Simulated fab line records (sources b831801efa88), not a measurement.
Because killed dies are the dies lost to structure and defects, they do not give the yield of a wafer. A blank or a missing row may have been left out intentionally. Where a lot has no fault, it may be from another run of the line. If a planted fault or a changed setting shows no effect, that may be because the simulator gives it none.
A struck lot beside a sound one    flow sky130    43 out of 708 route steps
Sound: these wafers, L814.1, L814.2, L814.3. Wafers L828.1, L828.3, L828.5 were the ones struck. The cause is named last.
At each step with rows: each side's tool, then ch and its chambers, then its first start. Under that, the readings that differ: sound wafers    struck wafers    difference of the means    sigmas: that difference in standard deviations of wafers without a fault.
alike: words and numbers the same on both sides, and readings whose means are apart by under 2 such deviations; not compared: readings that were withheld, readings missing a value for some wafer, numbers with overlapping values and no deviation given by the record, and bounds like >300 which may hide the same value.
A row with sigmas, a row that says differs or no value, or rows on one side alone: a step with any of these is where the two part. Numbers that don't overlap but have no deviation are shown without sigmas and don't part them. A reading that every wafer of one side lacks parts them only if that side has two wafers or more.

first, 4 steps without rows for these wafers: SKY_DNWELL_EXPOSE_04 (exposes mask DNM, target cd 3000 nm); SKY_DNWELL_PEB_05; SKY_DNWELL_DEVELOP_06 (develop time 60 s); SKY_DNWELL_IMPLANT_07.
SKY_DNWELL_STRIP_08: strips in O2/N2.
  sound on plasma-asher-03 ch 0,1, day 3 10:52; struck on plasma-asher-03 ch 0,1, day 6 14:31
  alike: drypump-motor-current-A, oes-product-au, strip-time-to-endpoint-s
  not compared: rf-hours-counter-h
SKY_DNWELL_TW_MEAS_09:
  sound on film-metro-04 at day 3 10:58; struck on film-metro-01 at day 6 14:37
reading    sound           struck          difference  sigmas
DNWELL_TW  1127 1128 1129  1100 1104 1105  -25         -3
then, 6 steps without rows for these wafers: SKY_PWDE_DEHYDRATE_00 (time 60 s); SKY_PWDE_HMDS_01 (prime time 60 s); SKY_PWDE_COAT_02 (resist thk 3000 nm); SKY_PWDE_SOFTBAKE_03; SKY_PWDE_EXPOSE_04 (exposes mask PWDEM, target cd 840 nm); SKY_PWDE_PEB_05.
SKY_PWDE_DEVELOP_06: develop time 60 s.
  sound on litho-track-04 ch 0, day 4 04:00; struck on litho-track-01 ch 0, day 7 08:00
SKY_PWDE_OVL_MEAS_07:
  sound on overlay-02 at day 4 04:20; struck on overlay-02 at day 7 09:01
  alike: PWDE_OVL
following that, these wafers have no rows for 1 step: SKY_PWDE_IMPLANT_08.
SKY_PWDE_STRIP_09: strips in O2/N2.
  sound on plasma-asher-01 ch 0,1, day 4 04:31; struck on plasma-asher-02 ch 0,1, day 7 09:13
  alike: drypump-motor-current-A, oes-product-au, strip-time-to-endpoint-s
  not compared: rf-hours-counter-h
SKY_PWDE_TW_MEAS_10:
  sound on film-metro-03 at day 4 04:37; struck on film-metro-01 at day 7 09:19
  alike: PWDE_TW
then, 7 steps without rows for these wafers: SKY_NWELL_DEHYDRATE_03 (time 60 s); SKY_NWELL_HMDS_04 (prime time 60 s); SKY_NWELL_COAT_05 (resist thk 3000 nm); SKY_NWELL_SOFTBAKE_06; SKY_NWELL_EXPOSE_07 (exposes mask NWM, target cd 840 nm); SKY_NWELL_PEB_08; SKY_NWELL_DEVELOP_09 (develop time 60 s).
SKY_NWELL_OVL_MEAS_10:
  sound on overlay-02 at day 4 21:12; struck on overlay-02 at day 8 05:02
  alike: NWELL_00_OVL
then, 3 steps without rows for these wafers: SKY_NWELL_IMPLANT_11; SKY_NWELL_IMPLANT_12; SKY_NWELL_IMPLANT_13.
SKY_NWELL_STRIP_14: strips in O2/N2.
  sound on plasma-asher-04 ch 0,1, day 4 21:41; struck on plasma-asher-02 ch 0,1, day 8 05:31
  alike: drypump-motor-current-A, oes-product-au, strip-time-to-endpoint-s
  not compared: rf-hours-counter-h
SKY_NWELL_TW_MEAS_15:
  sound on film-metro-03 at day 4 21:47; struck on film-metro-03 at day 8 05:37
  alike: NWELL_TW
then, 7 steps without rows for these wafers: SKY_NWELL_DEHYDRATE_16 (time 60 s); SKY_NWELL_HMDS_17 (prime time 60 s); SKY_NWELL_COAT_18 (resist thk 3000 nm); SKY_NWELL_SOFTBAKE_19; SKY_NWELL_EXPOSE_20 (exposes mask NWM COMPLEMENT, target cd 840 nm); SKY_NWELL_PEB_21; SKY_NWELL_DEVELOP_22 (develop time 60 s).
SKY_NWELL_OVL_MEAS_23:
  sound on overlay-02 at day 5 15:03; struck on overlay-02 at day 9 02:54
  alike: NWELL_01_OVL
following that, these wafers have no rows for 1 step: SKY_NWELL_IMPLANT_24.
SKY_NWELL_STRIP_25: strips in O2/N2.
  sound on plasma-asher-03 ch 0,1, day 5 15:14; struck on plasma-asher-03 ch 1, day 9 03:05
  alike: drypump-motor-current-A, oes-product-au, strip-time-to-endpoint-s
  not compared: rf-hours-counter-h
SKY_NWELL_TW_MEAS_26:
  sound on film-metro-03 at day 5 15:20; struck on film-metro-01 at day 9 03:11
  alike: NWELL_2_TW
then, 1 step without rows for these wafers: SKY_NWELL_CLEAN_27 (cleans in SC1/SC2, time 150 s).
-- the record jumps here: 40 days lie between the struck wafers' starts before and after (it left off in module NWELL and takes up again in module PAD_OPEN, whose first step shown is number 708 of the route) --
SKY_PAD_OPEN_PROBE_99:
  sound on prober-02 at day 46 01:42; struck on prober-02 at day 49 08:27
reading                                    sound              struck         difference  sigmas
model.etest.res_p_drift_20v.width-nm (nm)  833.4 828.2 831.6  805 811.2 814  -21         
  alike: killed_at_M0_to_M3, killed_at_M4_up, killed-at-contacts, killed-at-front-end, killed-at-other, killed-dies, killed-on-rim, killed-open, killed-short

== WHERE THEY PART ==
SKY_DNWELL_TW_MEAS_09 only, going by this record. Later steps at which nothing parts them and some readings are alike: SKY_PWDE_OVL_MEAS_07, SKY_PWDE_STRIP_09, SKY_PWDE_TW_MEAS_10, SKY_NWELL_OVL_MEAS_10, SKY_NWELL_STRIP_14, SKY_NWELL_TW_MEAS_15, SKY_NWELL_OVL_MEAS_23, SKY_NWELL_STRIP_25, SKY_NWELL_TW_MEAS_26, SKY_PAD_OPEN_PROBE_99.

WHY: the cause the simulator had injected
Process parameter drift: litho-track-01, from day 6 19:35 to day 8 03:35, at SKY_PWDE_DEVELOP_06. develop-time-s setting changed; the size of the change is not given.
